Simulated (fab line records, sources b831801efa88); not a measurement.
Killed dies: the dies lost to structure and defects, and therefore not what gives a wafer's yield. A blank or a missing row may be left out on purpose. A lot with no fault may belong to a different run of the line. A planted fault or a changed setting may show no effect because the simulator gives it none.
2 desks, one fault -- flow sfq-line -- only its own numbers are on each desk; what lay behind them is given at the end

FROM THE METROLOGY DESK
What the gauges read for every lot (on any tool): the sampled wafers with a number, averaged. A lot is out of limits, marked OUT, if its mean lies more than 4 standard deviations from the usual mean; the brackets give that distance.
Columns: A = M6_OVL at SFQ_M6_OVL_MEAS_940, usual 1 nm
lot,first seen here,A
L468,day 72 11:58,8
L469,day 73 18:07,-2
L471,day 75 10:56,-7
L472,day 75 12:08,3
L473,day 75 20:20,0
L474,day 77 07:04,3
L476,day 77 10:40,1
L477,day 77 14:17,2
L480,day 77 19:04,3
L481,day 77 21:28,5
L485,day 79 23:58,0
L487,day 80 03:34,-3
L488,day 80 04:46,-1
L490,day 80 07:10,-6
This desk's verdict: no lot among the 14 shows anything out of limits.

AT THE TOOL OWNER'S DESK: pecvd-01
The tool's own readings at SFQ_TRILAYER_A5C_DEP_PECVD_142 (deposits SiO2 from SiH4/N2O, time 15.556 s, target thk 70 nm): means of the sampled wafers that have a number, for each lot that ran on this tool. A lot is out of limits, marked OUT, if its mean lies more than 4 standard deviations from the usual mean; the brackets give that distance.
Columns: A = heater-power-w at SFQ_TRILAYER_A5C_DEP_PECVD_142, usual 94 W; B = throttle-valve-pct at SFQ_TRILAYER_A5C_DEP_PECVD_142, usual 24.6 %
lot,first seen here,A,B
L471,day 70 08:08,98,26.2
L476,day 72 12:59,97,23.7
L481,day 72 20:11,106,22.7
L485,day 74 19:01,104,22.5
This desk's verdict: no lot among the 4 shows anything out of limits.

PUT TOGETHER
At the metrology desk, nothing out of limits was observed.
The tool owner's desk saw nothing out of limits.

WHAT HAD BEEN PUT IN BY THE SIMULATOR
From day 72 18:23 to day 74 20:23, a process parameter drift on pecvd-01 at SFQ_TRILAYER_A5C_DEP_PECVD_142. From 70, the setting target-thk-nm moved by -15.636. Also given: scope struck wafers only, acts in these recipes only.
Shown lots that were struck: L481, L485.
